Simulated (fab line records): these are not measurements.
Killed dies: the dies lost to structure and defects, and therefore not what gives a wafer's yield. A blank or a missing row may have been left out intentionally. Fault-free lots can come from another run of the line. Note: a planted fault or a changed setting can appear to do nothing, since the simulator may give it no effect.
Which of the tools did it? :: flow sky130 :: 15 lots with 45 wafers sampled at 7 steps, on a route of 708 steps

WHAT EACH GAUGE READ, for each wafer
SKY_VIA1_RS_MEAS_22: measures by four-point-probe. Usual: VIA1_W_RS gives 0.430 ohm/sq (standard deviation 0.0036).
lot: L587
measured: day 33 23:51
on: film_metro-02
VIA1_W_RS (ohm/sq): 0.432 0.429 0.431
flag: 

lot: L588
measured: day 34 02:38
on: film_metro-04
VIA1_W_RS (ohm/sq): 0.428 0.433 0.434
flag: 

lot: L589
measured: day 35 03:10
on: film_metro-03
VIA1_W_RS (ohm/sq): 0.427 0.431 0.427
flag: 

lot: L593
measured: day 36 00:16
on: film_metro-02
VIA1_W_RS (ohm/sq): 0.430 0.429 0.419
flag: 

lot: L594
measured: day 36 11:24
on: film_metro-04
VIA1_W_RS (ohm/sq): 0.424 0.432 0.428
flag: 

lot: L595
measured: day 36 13:41
on: film_metro-03
VIA1_W_RS (ohm/sq): 0.425 0.430 0.432
flag: 

lot: L598
measured: day 37 12:14
on: film_metro-04
VIA1_W_RS (ohm/sq): 0.429 0.427 0.427
flag: 

lot: L599
measured: day 37 17:29
on: film_metro-02
VIA1_W_RS (ohm/sq): 0.428 0.434 0.435
flag: 

lot: L604
measured: day 39 11:32
on: film_metro-02
VIA1_W_RS (ohm/sq): 57.658 58.043 57.706
flag: OFF

lot: L605
measured: day 39 17:36
on: film_metro-03
VIA1_W_RS (ohm/sq): 58.964 57.921 58.431
flag: OFF

lot: L606
measured: day 39 21:13
on: film_metro-02
VIA1_W_RS (ohm/sq): 58.346 57.984 58.273
flag: OFF

lot: L607
measured: day 40 03:51
on: film_metro-04
VIA1_W_RS (ohm/sq): 0.434 0.436 0.436
flag: 

lot: L608
measured: day 40 11:22
on: film_metro-03
VIA1_W_RS (ohm/sq): 0.434 0.437 0.433
flag: 

lot: L609
measured: day 41 15:35
on: film_metro-03
VIA1_W_RS (ohm/sq): 0.432 0.424 0.427
flag: 

lot: L610
measured: day 41 16:32
on: film_metro-02
VIA1_W_RS (ohm/sq): 0.424 0.424 0.429
flag: 

SKY_VIA1_THK_MEAS_23: measures by xrf. Usual: VIA1_W_THK gives 261 nm (standard deviation 3.4).
lot: L587
measured: day 33 23:58
on: film_metro-02
VIA1_W_THK (nm): 257 259 257
flag: 

lot: L588
measured: day 34 02:44
on: film_metro-04
VIA1_W_THK (nm): 261 259 258
flag: 

lot: L589
measured: day 35 03:16
on: film_metro-03
VIA1_W_THK (nm): 267 264 268
flag: 

lot: L593
measured: day 36 00:23
on: film_metro-02
VIA1_W_THK (nm): 259 260 265
flag: 

lot: L594
measured: day 36 11:30
on: film_metro-04
VIA1_W_THK (nm): 265 261 262
flag: 

lot: L595
measured: day 36 13:47
on: film_metro-03
VIA1_W_THK (nm): 268 266 264
flag: 

lot: L598
measured: day 37 12:21
on: film_metro-04
VIA1_W_THK (nm): 262 263 263
flag: 

lot: L599
measured: day 37 17:35
on: film_metro-02
VIA1_W_THK (nm): 258 257 255
flag: 

lot: L604
measured: day 39 11:39
on: film_metro-02
VIA1_W_THK (nm): <0 <0 <0
flag: OFF

lot: L605
measured: day 39 17:43
on: film_metro-03
VIA1_W_THK (nm): <0 <0 <0
flag: OFF

lot: L606
measured: day 39 21:20
on: film_metro-02
VIA1_W_THK (nm): <0 <0 <0
flag: OFF

lot: L607
measured: day 40 03:58
on: film_metro-04
VIA1_W_THK (nm): 257 256 257
flag: 

lot: L608
measured: day 40 11:29
on: film_metro-03
VIA1_W_THK (nm): 260 258 260
flag: 

lot: L609
measured: day 41 15:43
on: film_metro-03
VIA1_W_THK (nm): 264 267 266
flag: 

lot: L610
measured: day 41 16:39
on: film_metro-02
VIA1_W_THK (nm): 262 261 260
flag: 

SKY_METAL2_RS_MEAS_05: measures by four-point-probe. Usual: METAL2_ALCU_RS gives 0.1267 ohm/sq (standard deviation 0.0009).
lot: L587
measured: day 34 00:28
on: film_metro-03
METAL2_ALCU_RS (ohm/sq): 0.1271 0.1270 0.1272
flag: 

lot: L588
measured: day 34 03:16
on: film_metro-03
METAL2_ALCU_RS (ohm/sq): 0.1278 0.1276 0.1282
flag: 

lot: L589
measured: day 35 03:47
on: film_metro-04
METAL2_ALCU_RS (ohm/sq): 0.1264 0.1258 0.1258
flag: 

lot: L593
measured: day 36 00:55
on: film_metro-01
METAL2_ALCU_RS (ohm/sq): 0.1275 0.1273 0.1269
flag: 

lot: L594
measured: day 36 12:01
on: film_metro-04
METAL2_ALCU_RS (ohm/sq): 0.1274 0.1260 0.1271
flag: 

lot: L595
measured: day 36 14:21
on: film_metro-01
METAL2_ALCU_RS (ohm/sq): 0.1257 0.1270 0.1267
flag: 

lot: L598
measured: day 37 13:18
on: film_metro-04
METAL2_ALCU_RS (ohm/sq): 0.1277 0.1278 0.1280
flag: 

lot: L599
measured: day 37 18:06
on: film_metro-01
METAL2_ALCU_RS (ohm/sq): 0.1275 0.1272 0.1264
flag: 

lot: L607
measured: day 40 04:28
on: film_metro-01
METAL2_ALCU_RS (ohm/sq): 0.1271 0.1262 0.1260
flag: 

lot: L608
measured: day 40 11:59
on: film_metro-04
METAL2_ALCU_RS (ohm/sq): 0.1243 0.1244 0.1246
flag: 

lot: L609
measured: day 41 16:22
on: film_metro-03
METAL2_ALCU_RS (ohm/sq): 0.1256 0.1263 0.1260
flag: 

lot: L610
measured: day 41 17:17
on: film_metro-03
METAL2_ALCU_RS (ohm/sq): 0.1260 0.1263 0.1262
flag: 

EACH LOT AND THE TOOL THAT RAN IT (in order: tool; ch and the chambers of the sampled wafers; start)
lot: L587
SKY_METAL1_SPUTTER_00: pvd_sputter-02, day 31 16:01
SKY_VIA1_ETCH_15: rie_diel-02 ch 0,1,2, day 33 23:01
SKY_VIA1_CVD_21: cvd_w-01 ch 0,1, day 33 23:45
SKY_VIA1_CMP_24: cmp-01 ch 0,1,2, day 34 00:05

lot: L588
SKY_METAL1_SPUTTER_00: pvd_sputter-04, day 31 18:02
SKY_VIA1_ETCH_15: rie_diel-02 ch 1,2, day 34 01:47
SKY_VIA1_CVD_21: cvd_w-02 ch 0,1, day 34 02:31
SKY_VIA1_CMP_24: cmp-01 ch 0,1,2, day 34 02:55

lot: L589
SKY_METAL1_SPUTTER_00: pvd_sputter-02, day 32 20:12
SKY_VIA1_ETCH_15: rie_diel-02 ch 0,2, day 35 02:16
SKY_VIA1_CVD_21: cvd_w-02 ch 0,1, day 35 03:04
SKY_VIA1_CMP_24: cmp-02 ch 0,2,3, day 35 03:28

lot: L593
SKY_METAL1_SPUTTER_00: pvd_sputter-01, day 33 16:01
SKY_VIA1_ETCH_15: rie_diel-01 ch 1,2,3, day 35 23:26
SKY_VIA1_CVD_21: cvd_w-02 ch 0,1, day 36 00:11
SKY_VIA1_CMP_24: cmp-01 ch 2,3, day 36 00:27

lot: L594
SKY_METAL1_SPUTTER_00: pvd_sputter-02, day 34 04:05
SKY_VIA1_ETCH_15: rie_diel-03 ch 0,1,3, day 36 10:32
SKY_VIA1_CVD_21: cvd_w-01 ch 0,1, day 36 11:18
SKY_VIA1_CMP_24: cmp-01 ch 1,3, day 36 11:35

lot: L595
SKY_METAL1_SPUTTER_00: pvd_sputter-04, day 34 06:07
SKY_VIA1_ETCH_15: rie_diel-02 ch 0,1,3, day 36 12:50
SKY_VIA1_CVD_21: cvd_w-02 ch 0,1, day 36 13:34
SKY_VIA1_CMP_24: cmp-01 ch 0,1,2, day 36 14:00

lot: L598
SKY_METAL1_SPUTTER_00: pvd_sputter-01, day 35 05:22
SKY_VIA1_ETCH_15: rie_diel-03 ch 1,2, day 37 11:25
SKY_VIA1_CVD_21: cvd_w-02 ch 0,1, day 37 12:08
SKY_VIA1_CMP_24: cmp-02 ch 0,2,3, day 37 12:55

lot: L599
SKY_METAL1_SPUTTER_00: pvd_sputter-04, day 35 11:34
SKY_VIA1_ETCH_15: rie_diel-01 ch 0,1, day 37 16:34
SKY_VIA1_CVD_21: cvd_w-01 ch 0,1, day 37 17:23
SKY_VIA1_CMP_24: cmp-01 ch 0,1,3, day 37 17:40

lot: L604
SKY_METAL1_SPUTTER_00: pvd_sputter-01, day 37 05:30
SKY_VIA1_ETCH_15: rie_diel-02 ch 1,2,3, day 39 10:41
SKY_VIA1_CVD_21: cvd_w-01 ch 1, day 39 11:26
SKY_VIA1_CMP_24: cmp-01 ch 0,1, day 39 11:50

lot: L605
SKY_METAL1_SPUTTER_00: pvd_sputter-04, day 37 12:52
SKY_VIA1_ETCH_15: rie_diel-01 ch 0,1,2, day 39 16:46
SKY_VIA1_CVD_21: cvd_w-01 ch 0, day 39 17:31
SKY_VIA1_CMP_24: cmp-02 ch 1,3, day 39 17:52

lot: L606
SKY_METAL1_SPUTTER_00: pvd_sputter-02, day 37 16:37
SKY_VIA1_ETCH_15: rie_diel-01 ch 1,3, day 39 20:22
SKY_VIA1_CVD_21: cvd_w-01 ch 0,1, day 39 21:07
SKY_VIA1_CMP_24: cmp-01 ch 0,2, day 39 21:23

lot: L607
SKY_METAL1_SPUTTER_00: pvd_sputter-04, day 37 23:50
SKY_VIA1_ETCH_15: rie_diel-03 ch 0,2, day 40 03:01
SKY_VIA1_CVD_21: cvd_w-01 ch 0,1, day 40 03:46
SKY_VIA1_CMP_24: cmp-02 ch 1,2, day 40 04:02

lot: L608
SKY_METAL1_SPUTTER_00: pvd_sputter-01, day 38 07:52
SKY_VIA1_ETCH_15: rie_diel-01 ch 0,2,3, day 40 10:31
SKY_VIA1_CVD_21: cvd_w-02 ch 0,1, day 40 11:16
SKY_VIA1_CMP_24: cmp-01 ch 0,1,2, day 40 11:38

lot: L609
SKY_METAL1_SPUTTER_00: pvd_sputter-01, day 39 12:35
SKY_VIA1_ETCH_15: rie_diel-01 ch 0,1,2, day 41 14:47
SKY_VIA1_CVD_21: cvd_w-01 ch 0,1, day 41 15:30
SKY_VIA1_CMP_24: cmp-01 ch 0,1,2, day 41 15:55

lot: L610
SKY_METAL1_SPUTTER_00: pvd_sputter-01, day 39 13:52
SKY_VIA1_ETCH_15: rie_diel-02 ch 1,3, day 41 15:43
SKY_VIA1_CVD_21: cvd_w-01 ch 0, day 41 16:25
SKY_VIA1_CMP_24: cmp-01 ch 0,2, day 41 16:52
- SKY_METAL1_SPUTTER_00: material Ti, target thk 15 nm, time 10 s.
- SKY_VIA1_ETCH_15: etches SiO2 in C4F8/O2/Ar, stops on TiN, target depth 351 nm, time 54 s.
- SKY_VIA1_CVD_21: deposits W, target thk 270 nm, time 80.902 s.
- SKY_VIA1_CMP_24: polishes, stops on SiO2, t overpolish 15 s, target thk 0 nm.

AS READ BY THE TOOLS THEMSELVES (means over the sampled wafers that have a number; for cases with no such wafer, the mark the record gives instead)
SKY_METAL1_SPUTTER_00. Usual: chamber_pressure_pa 0.3999 Pa, standard deviation 0.00076; throttle_valve_pct 30.1 %, standard deviation 0.86.
lot: L587
tool: pvd_sputter-02
chamber_pressure_pa (Pa): 0.3992
throttle_valve_pct (%): 30.4
flag: 

lot: L588
tool: pvd_sputter-04
chamber_pressure_pa (Pa): 0.4001
throttle_valve_pct (%): 30.1
flag: 

lot: L589
tool: pvd_sputter-02
chamber_pressure_pa (Pa): 0.4004
throttle_valve_pct (%): 30.3
flag: 

lot: L593
tool: pvd_sputter-01
chamber_pressure_pa (Pa): 0.4001
throttle_valve_pct (%): 30.0
flag: 

lot: L594
tool: pvd_sputter-02
chamber_pressure_pa (Pa): 0.4008
throttle_valve_pct (%): 30.0
flag: 

lot: L595
tool: pvd_sputter-04
chamber_pressure_pa (Pa): 0.4000
throttle_valve_pct (%): 30.0
flag: 

lot: L598
tool: pvd_sputter-01
chamber_pressure_pa (Pa): 0.4001
throttle_valve_pct (%): 30.0
flag: 

lot: L599
tool: pvd_sputter-04
chamber_pressure_pa (Pa): 0.3998
throttle_valve_pct (%): 30.1
flag: 

lot: L604
tool: pvd_sputter-01
chamber_pressure_pa (Pa): 0.4003
throttle_valve_pct (%): 29.3
flag: 

lot: L605
tool: pvd_sputter-04
chamber_pressure_pa (Pa): 0.3996
throttle_valve_pct (%): 30.2
flag: 

lot: L606
tool: pvd_sputter-02
chamber_pressure_pa (Pa): 0.3983
throttle_valve_pct (%): 30.3
flag: 

lot: L607
tool: pvd_sputter-04
chamber_pressure_pa (Pa): 0.3991
throttle_valve_pct (%): 30.9
flag: 

lot: L608
tool: pvd_sputter-01
chamber_pressure_pa (Pa): 0.3998
throttle_valve_pct (%): 29.3
flag: 

lot: L609
tool: pvd_sputter-01
chamber_pressure_pa (Pa): 0.3999
throttle_valve_pct (%): 30.3
flag: 

lot: L610
tool: pvd_sputter-01
chamber_pressure_pa (Pa): 0.4004
throttle_valve_pct (%): 30.1
flag: 

SKY_VIA1_ETCH_15. Usual: oes_product_au 0.982 a.u., standard deviation 0.006.
lot: L587
tool: rie_diel-02
oes_product_au (a.u.): 0.984
flag: 

lot: L588
tool: rie_diel-02
oes_product_au (a.u.): 0.992
flag: 

lot: L589
tool: rie_diel-02
oes_product_au (a.u.): 0.983
flag: 

lot: L593
tool: rie_diel-01
oes_product_au (a.u.): 0.978
flag: 

lot: L594
tool: rie_diel-03
oes_product_au (a.u.): 0.974
flag: 

lot: L595
tool: rie_diel-02
oes_product_au (a.u.): 0.984
flag: 

lot: L598
tool: rie_diel-03
oes_product_au (a.u.): 0.987
flag: 

lot: L599
tool: rie_diel-01
oes_product_au (a.u.): 0.989
flag: 

lot: L604
tool: rie_diel-02
oes_product_au (a.u.): 0.982
flag: 

lot: L605
tool: rie_diel-01
oes_product_au (a.u.): 0.983
flag: 

lot: L606
tool: rie_diel-01
oes_product_au (a.u.): 0.980
flag: 

lot: L607
tool: rie_diel-03
oes_product_au (a.u.): 0.973
flag: 

lot: L608
tool: rie_diel-01
oes_product_au (a.u.): 0.984
flag: 

lot: L609
tool: rie_diel-01
oes_product_au (a.u.): 0.981
flag: 

lot: L610
tool: rie_diel-02
oes_product_au (a.u.): 0.980
flag: 

SKY_VIA1_CVD_21. Usual: chamber_pressure_Torr 39.98 Torr, standard deviation 0.1; heater_power_outer_w 551 W, standard deviation 41; heater_power_w 908 W, standard deviation 57.
lot: L587
tool: cvd_w-01
chamber_pressure_Torr (Torr): 40.01
heater_power_outer_w (W): 550
heater_power_w (W): 927
flag: 

lot: L588
tool: cvd_w-02
chamber_pressure_Torr (Torr): 39.96
heater_power_outer_w (W): 507
heater_power_w (W): 845
flag: 

lot: L589
tool: cvd_w-02
chamber_pressure_Torr (Torr): 39.95
heater_power_outer_w (W): 509
heater_power_w (W): 846
flag: 

lot: L593
tool: cvd_w-02
chamber_pressure_Torr (Torr): 39.97
heater_power_outer_w (W): 524
heater_power_w (W): 846
flag: 

lot: L594
tool: cvd_w-01
chamber_pressure_Torr (Torr): 39.91
heater_power_outer_w (W): 584
heater_power_w (W): 949
flag: 

lot: L595
tool: cvd_w-02
chamber_pressure_Torr (Torr): 39.97
heater_power_outer_w (W): 510
heater_power_w (W): 846
flag: 

lot: L598
tool: cvd_w-02
chamber_pressure_Torr (Torr): 39.80
heater_power_outer_w (W): 515
heater_power_w (W): 859
flag: 

lot: L599
tool: cvd_w-01
chamber_pressure_Torr (Torr): 39.94
heater_power_outer_w (W): 583
heater_power_w (W): 963
flag: 

lot: L604
tool: cvd_w-01
chamber_pressure_Torr (Torr): -
heater_power_outer_w (W): -
heater_power_w (W): -
flag: OFF

lot: L605
tool: cvd_w-01
chamber_pressure_Torr (Torr): -
heater_power_outer_w (W): -
heater_power_w (W): -
flag: OFF

lot: L606
tool: cvd_w-01
chamber_pressure_Torr (Torr): -
heater_power_outer_w (W): -
heater_power_w (W): -
flag: OFF

lot: L607
tool: cvd_w-01
chamber_pressure_Torr (Torr): 39.97
heater_power_outer_w (W): 589
heater_power_w (W): 946
flag: 

lot: L608
tool: cvd_w-02
chamber_pressure_Torr (Torr): 39.91
heater_power_outer_w (W): 509
heater_power_w (W): 850
flag: 

lot: L609
tool: cvd_w-01
chamber_pressure_Torr (Torr): 40.02
heater_power_outer_w (W): 577
heater_power_w (W): 958
flag: 

lot: L610
tool: cvd_w-01
chamber_pressure_Torr (Torr): 40.10
heater_power_outer_w (W): 545
heater_power_w (W): 899
flag: 

SKY_VIA1_CMP_24. Usual: edge_zone_pressure_frac 1.000, standard deviation 0.0048; motor_current_A 10.8 A, standard deviation 0.84; time_to_endpoint_s 66.2 s, standard deviation 2.6.
lot: L587
tool: cmp-01
edge_zone_pressure_frac: 1.000
motor_current_A (A): 10.5
time_to_endpoint_s (s): 63.5
flag: 

lot: L588
tool: cmp-01
edge_zone_pressure_frac: 1.001
motor_current_A (A): 10.6
time_to_endpoint_s (s): 66.1
flag: 

lot: L589
tool: cmp-02
edge_zone_pressure_frac: 0.999
motor_current_A (A): 11.0
time_to_endpoint_s (s): 65.5
flag: 

lot: L593
tool: cmp-01
edge_zone_pressure_frac: 0.997
motor_current_A (A): 10.8
time_to_endpoint_s (s): 69.2
flag: 

lot: L594
tool: cmp-01
edge_zone_pressure_frac: 1.004
motor_current_A (A): 10.5
time_to_endpoint_s (s): 68.0
flag: 

lot: L595
tool: cmp-01
edge_zone_pressure_frac: 1.005
motor_current_A (A): 10.6
time_to_endpoint_s (s): 69.6
flag: 

lot: L598
tool: cmp-02
edge_zone_pressure_frac: 1.000
motor_current_A (A): 10.7
time_to_endpoint_s (s): 63.6
flag: 

lot: L599
tool: cmp-01
edge_zone_pressure_frac: 1.001
motor_current_A (A): 10.8
time_to_endpoint_s (s): 64.5
flag: 

lot: L604
tool: cmp-01
edge_zone_pressure_frac: 1.001
motor_current_A (A): 10.9
time_to_endpoint_s (s): 5.9
flag: OFF

lot: L605
tool: cmp-02
edge_zone_pressure_frac: 0.997
motor_current_A (A): 10.2
time_to_endpoint_s (s): 8.2
flag: OFF

lot: L606
tool: cmp-01
edge_zone_pressure_frac: 1.005
motor_current_A (A): 10.6
time_to_endpoint_s (s): 7.4
flag: OFF

lot: L607
tool: cmp-02
edge_zone_pressure_frac: 0.998
motor_current_A (A): 11.4
time_to_endpoint_s (s): 62.7
flag: 

lot: L608
tool: cmp-01
edge_zone_pressure_frac: 0.999
motor_current_A (A): 10.5
time_to_endpoint_s (s): 63.0
flag: 

lot: L609
tool: cmp-01
edge_zone_pressure_frac: 1.003
motor_current_A (A): 10.7
time_to_endpoint_s (s): 64.8
flag: 

lot: L610
tool: cmp-01
edge_zone_pressure_frac: 1.003
motor_current_A (A): 10.6
time_to_endpoint_s (s): 64.8
flag: 

THE ANSWER, worked out from the rows above alone
Rule: a lot counts as off when the mean over its wafers that have a number is more than 3 standard deviations away from the usual mean. Also off: a lot with no number at a reading for which 4 or more lots have one. The other lots that the step has rows for count as sound. The gauges are gone through in route order, then the tools' own readings, and for those a lot's mean is taken as printed above. At the first step where some lot is off, the reading lying furthest off is the one used; lots without a number count as furthest.
Off: L604, L605, L606, seen at SKY_VIA1_RS_MEAS_22 (VIA1_W_RS).
A tool fits if, at a process step before that reading, it ran every lot that is off, and no sound lot after the first of them. Not tried: the gauges at SKY_VIA1_RS_MEAS_22; whatever is off there is also off at SKY_VIA1_CVD_21, on other tools, and gauge error can't account for it. Of those tried, none fits.

WHAT WAS PUT IN BY THE SIMULATOR
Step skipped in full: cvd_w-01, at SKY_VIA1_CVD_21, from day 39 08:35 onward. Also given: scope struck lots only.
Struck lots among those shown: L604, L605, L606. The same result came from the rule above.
